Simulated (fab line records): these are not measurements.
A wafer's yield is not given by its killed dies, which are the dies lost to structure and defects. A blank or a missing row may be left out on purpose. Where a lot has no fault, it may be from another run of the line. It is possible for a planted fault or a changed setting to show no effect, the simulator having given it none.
A lot that was struck, set against a sound lot :: flow sky130 :: 15 steps out of a route of 708
Sound: wafers L727.1, L727.2, L727.5. The struck wafers were L718.1, L718.4, L718.6. Last of all comes the cause.
Per side, at each step with rows, come the tool, then ch with its chambers, and then its first start. Under that, the readings that differ: sound wafers :: struck wafers :: difference of the means :: sigmas: that difference in standard deviations of wafers without a fault.
alike: same words and numbers on both sides, and readings whose means sit less than 2 such deviations apart. not compared: any withheld reading, any reading some wafer has no value for, any bound like >300 that may hide the same value, and any number with overlapping values for which the record gives no deviation.
Wherever a step has rows on one side only, a row that says differs or no value, or a row with sigmas, the two part there. Numbers that don't overlap but have no deviation are shown without sigmas and don't part them. Lack of a reading on every wafer of one side parts them only where that side has two or more wafers.

first, 3 steps without rows for these wafers: SKY_VT_ADJUST_HVTP_EXPOSE_04 (exposes mask HVTPM, target cd 380 nm); SKY_VT_ADJUST_HVTP_PEB_05; SKY_VT_ADJUST_HVTP_DEVELOP_06 (develop time 60 s).
SKY_VT_ADJUST_HVTP_CD_MEAS_07: target cd 380 nm.
  sound on cd_sem-01, day 9 07:41; struck on cd_sem-02, day 6 19:31
  alike: cd_nm
SKY_VT_ADJUST_HVTP_OVL_MEAS_08:
  sound on overlay-01, day 9 07:49; struck on overlay-02, day 6 19:38
  alike: VT_ADJUST_HVTP_OVL
next, for these wafers, 1 step has no rows: SKY_VT_ADJUST_HVTP_IMPLANT_09.
SKY_VT_ADJUST_HVTP_STRIP_10: strips in O2/N2.
  sound on plasma_asher-02 ch 0,1, day 9 07:59; struck on plasma_asher-01 ch 1, day 6 19:49
  alike: chamber_pressure_mTorr, drypump_motor_current_A, oes_product_au, strip_time_to_endpoint_s
  not compared: rf_hours_counter_h
SKY_VT_ADJUST_HVTP_TW_MEAS_11:
  sound on film_metro-02, day 9 08:05; struck on film_metro-03, day 6 19:55
  alike: VT_ADJUST_HVTP_TW
then, 4 steps without rows for these wafers: SKY_VT_ADJUST_LVTN_DEHYDRATE_00 (time 60 s); SKY_VT_ADJUST_LVTN_HMDS_01 (prime time 60 s); SKY_VT_ADJUST_LVTN_COAT_02 (resist thk 3000 nm); SKY_VT_ADJUST_LVTN_SOFTBAKE_03.
SKY_VT_ADJUST_LVTN_EXPOSE_04: exposes mask NWM COMPLEMENT LESS NATIVE, target cd 840 nm.
  sound on iline_stepper-02 ch 0, day 9 19:04; struck on iline_stepper-01 ch 0, day 7 05:41
reading: exposure_dose_mJ_cm2
sound: 194.04 193.85 194.17
struck: 203.40 203.57 203.63
difference: +9.51
sigmas: +56
  alike: mask
next, for these wafers, 1 step has no rows: SKY_VT_ADJUST_LVTN_PEB_05.
-- a jump in the record: the struck wafers' starts before and after are 39 days apart (it breaks off in module VT_ADJUST_LVTN and resumes in module PAD_OPEN, where the first step shown is number 708 of the route) --
SKY_PAD_OPEN_PROBE_99:
  sound on prober-01, day 48 17:48; struck on prober-02, day 46 12:15
  alike: killed_at_M0_to_M3, killed_at_M4_up, killed_at_contacts, killed_at_front_end, killed_at_other, killed_dies, killed_open, killed_short

WHERE THEY PART
Only at SKY_VT_ADJUST_LVTN_EXPOSE_04, as far as this record shows. Later steps at which nothing parts them and some readings are alike: SKY_PAD_OPEN_PROBE_99.

WHY: the cause the simulator had injected
Process parameters drifting: iline_stepper-01 at SKY_VT_ADJUST_LVTN_EXPOSE_04, beginning at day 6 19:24. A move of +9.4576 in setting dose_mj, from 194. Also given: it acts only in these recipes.
